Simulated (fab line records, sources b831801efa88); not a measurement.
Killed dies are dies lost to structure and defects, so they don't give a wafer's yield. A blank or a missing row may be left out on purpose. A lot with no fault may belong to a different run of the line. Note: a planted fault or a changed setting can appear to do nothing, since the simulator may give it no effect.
Which tool did it?	flow gf180mcu	route of 602 steps, sampled at 1 step: 14 lots, 42 wafers

WHAT EACH GAUGE READ, for each wafer
GF_V1_RS_MEAS_24: the measuring method here is four-point-probe.
lot	measured	on	V1_W_RS (ohm/sq)
L612	day 18 07:45	film_metro-01	0.324 0.319 0.322
L613	day 18 19:55	film_metro-01	0.328 0.329 0.327
L614	day 18 22:33	film_metro-02	0.327 0.325 0.326
L615	day 19 10:36	film_metro-02	0.325 0.321 0.328
L616	day 19 15:20	film_metro-02	0.325 0.328 0.321
L617	day 20 05:31	film_metro-02	0.330 0.329 0.328
L618	day 20 13:20	film_metro-02	0.319 0.324 0.323
L619	day 20 20:42	film_metro-03	0.318 0.322 0.323
L622	day 22 00:34	film_metro-02	0.332 0.328 0.332
L624	day 22 19:30	film_metro-02	0.327 0.324 0.324
L625	day 23 00:21	film_metro-03	0.327 0.322 0.322
L628	day 24 02:22	film_metro-02	0.327 0.322 0.327
L632	day 25 04:29	film_metro-03	0.322 0.325 0.323
L634	day 25 20:22	film_metro-01	0.324 0.325 0.323

WHAT TOOL EACH LOT RAN ON (gives the tool, then ch and the chambers of the sampled wafers, and finally the start)
The record shows no process step preceding these readings.

WHAT THE TOOLS THEMSELVES READ (means of the sampled wafers that have a number; where no wafer has one, the mark that the record gives instead)
The record holds no such reading with a usual standard deviation.

THE ANSWER, worked out from the rows above alone
Rule: usual is defined by the lots themselves. Put in order of their means at a reading, lots are off if they are a third of the lots or fewer, leave a main group of 4 or more, and stand apart from it by a gap of 3 or more times the standard deviation of the main group's means; of several such gaps the widest counts. The tables above print the reading to a certain number of digits; a main group whose means all agree to those digits is not used. Also off: a lot with no number at a reading for which 4 or more lots have one. Where the step has rows for the other lots, those lots are counted as sound. After the gauges, taken in route order, come the tools' own readings; for these a lot's mean is taken, as printed above. At the first step where some lot is off, the reading lying furthest off is the one used; lots without a number count as furthest.
No lot is off at any reading shown: from this, nothing can be told.

WHAT THE SIMULATOR PUT IN
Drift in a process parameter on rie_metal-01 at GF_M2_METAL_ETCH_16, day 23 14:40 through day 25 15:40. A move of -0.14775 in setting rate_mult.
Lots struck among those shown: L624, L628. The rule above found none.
